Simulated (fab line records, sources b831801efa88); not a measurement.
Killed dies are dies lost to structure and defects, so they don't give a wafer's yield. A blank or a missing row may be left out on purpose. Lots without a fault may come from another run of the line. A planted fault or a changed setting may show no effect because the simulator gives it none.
Which tool did it? | flow gf180mcu | 6 lots, 18 wafers sampled, at 3 steps of a route of 602

WHAT THE GAUGES READ, wafer by wafer
GF_HV_LDD_RS_MEAS_53: measures by four-point-probe.
lot  | measured     | on            | HV_LDD_RS (ohm/sq)
L934 | day 13 08:47 | film_metro-01 | 416.4 417.5 417.8
L939 | day 15 06:30 | film_metro-03 | 418.1 419.0 419.5
L942 | day 16 07:23 | film_metro-03 | 422.4 423.1 422.8 422.8 423.5 423.6
L945 | day 17 01:35 | film_metro-03 | 423.6 422.4 422.7 422.1 422.5 422.8
L951 | day 19 06:52 | film_metro-04 | 418.2 416.8 417.5
L954 | day 20 08:41 | film_metro-03 | 416.9 418.2 417.5

WHICH TOOL RAN EACH LOT (tool, then ch and the chambers of the sampled wafers, then the start)
lot  | GF_POLY_GATE_STRIP_14                | GF_HV_LDD_IMPLANT_35
L934 | plasma_asher-01 ch 0,1, day 10 01:01 | implanter-02 ch 0, day 12 11:47
L939 | plasma_asher-01 ch 0,1, day 11 15:29 | implanter-03 ch 0, day 14 07:46
L942 | plasma_asher-02 ch 0,1, day 12 15:34 | implanter-03 ch 0, day 15 08:44
L945 | plasma_asher-01 ch 0,1, day 13 07:53 | implanter-03 ch 0, day 16 02:13
L951 | plasma_asher-03 ch 0,1, day 15 07:43 | implanter-02 ch 0, day 18 05:58
L954 | plasma_asher-02 ch 0,1, day 16 06:07 | implanter-04 ch 0, day 19 07:17
- GF_POLY_GATE_STRIP_14: strips in O2/N2.
- GF_HV_LDD_IMPLANT_35

THE ANSWER, worked out from the rows above alone
Rule: what is usual is taken from the lots themselves. Put in order of their means at a reading, lots are off if they are a third of the lots or fewer, leave a main group of 4 or more, and stand apart from it by a gap of 3 or more times the standard deviation of the main group's means; of several such gaps the widest counts. A main group whose means are all the same, to the digits that the tables above print for the reading, isn't used. A lot without any number at a reading at which 4 lots or more have one is off too. The other lots that the step has rows for count as sound.
Off: L942, L945, at GF_HV_LDD_RS_MEAS_53 (HV_LDD_RS). The main group: mean 417.8 ohm/sq, standard deviation 0.64.
A tool fits if, at a process step before that reading, it ran every lot that is off, and no sound lot after the first of them. The gauges at GF_HV_LDD_RS_MEAS_53 are tried like those tools. One fits: implanter-03 at GF_HV_LDD_IMPLANT_35. Its last sound lot is L939 (day 14 07:46), its first lot that is off L942 (day 15 08:44): a fault that began between those two fits.

WHAT THE SIMULATOR HAD PUT IN
Process parameter drift: implanter-03, from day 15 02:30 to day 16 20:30, at GF_HV_LDD_IMPLANT_35. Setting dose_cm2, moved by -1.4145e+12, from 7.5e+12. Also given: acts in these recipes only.
Lots struck among those shown: L942, L945. The rule above found the same.
